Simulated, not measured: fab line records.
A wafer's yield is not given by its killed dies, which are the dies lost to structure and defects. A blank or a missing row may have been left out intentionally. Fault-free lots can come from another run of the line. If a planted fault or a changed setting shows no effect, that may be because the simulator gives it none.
The tool behind it: which one? -- flow sky130 -- at 1 step of a route of 708, 14 lots with 42 wafers sampled

== WHAT THE GAUGES SHOWED, per wafer ==
No reading from a measuring or inspecting step in the record can be judged against a usual standard deviation.

== WHAT TOOL EACH LOT RAN ON (gives the tool, then ch and the chambers of the sampled wafers, and finally the start) ==
lot,SKY_RES_XHIGH_SOFTBAKE_03
L730,"litho-track-02 ch 0, day 26 10:44"
L731,"litho-track-02 ch 0, day 27 04:34"
L734,"litho-track-02 ch 0, day 28 02:37"
L735,"litho-track-03 ch 0, day 28 06:16"
L736,"litho-track-02 ch 0, day 28 18:37"
L737,"litho-track-03 ch 0, day 29 00:49"
L739,"litho-track-03 ch 0, day 29 04:40"
L749,"litho-track-03 ch 0, day 32 19:19"
L748,"litho-track-02 ch 0, day 32 19:25"
L747,"litho-track-03 ch 0, day 32 19:57"
L750,"litho-track-02 ch 0, day 32 22:47"
L751,"litho-track-02 ch 0, day 32 23:58"
L752,"litho-track-02 ch 0, day 33 04:55"
L753,"litho-track-02 ch 0, day 33 12:10"
- SKY_RES_XHIGH_SOFTBAKE_03: time 60 s.

== AS READ BY THE TOOLS THEMSELVES (means over the sampled wafers that have a number; for cases with no such wafer, the mark the record gives instead) ==
SKY_RES_XHIGH_SOFTBAKE_03.
lot,tool,heater-power-total-W (W),plate-temp-C (C)
L730,litho-track-02,56.57,90.05
L731,litho-track-02,56.58,89.90
L734,litho-track-02,56.65,89.97
L735,litho-track-03,56.58,90.00
L736,litho-track-02,56.60,89.92
L737,litho-track-03,55.95,89.24
L739,litho-track-03,55.90,89.18
L749,litho-track-03,56.61,90.00
L748,litho-track-02,56.60,90.13
L747,litho-track-03,56.62,89.86
L750,litho-track-02,56.60,90.06
L751,litho-track-02,56.54,89.98
L752,litho-track-02,56.64,89.95
L753,litho-track-02,56.60,90.03

== THE ANSWER, worked out from the rows above alone ==
Rule: the lots themselves supply what counts as usual. The widest of any qualifying gaps counts: lots, ordered by their means at a reading, are off when they make up no more than a third of the lots, leave a main group of 4 or more, and stand apart from it by 3 or more times the standard deviation of that group's means. Not used: any main group whose means are identical at the precision the tables above print for the reading. A lot without any number at a reading at which 4 lots or more have one is off too. All remaining lots with rows at the step are treated as sound. Order of review: gauges by route order, followed by the tools' own readings, for which a lot's mean as printed above is used. The first step at which some lot is off is used, and at that step the reading that is off furthest; a lot without a number counts as furthest.
Off, at SKY_RES_XHIGH_SOFTBAKE_03 on heater-power-total-W: L737, L739. The main group: mean 56.60 W, standard deviation 0.029.
If a tool, at that step or one of the process steps before it, ran each lot that is off and ran no sound lot following the first of them, it fits. None of those tried fits.

== WHAT WAS PUT IN BY THE SIMULATOR ==
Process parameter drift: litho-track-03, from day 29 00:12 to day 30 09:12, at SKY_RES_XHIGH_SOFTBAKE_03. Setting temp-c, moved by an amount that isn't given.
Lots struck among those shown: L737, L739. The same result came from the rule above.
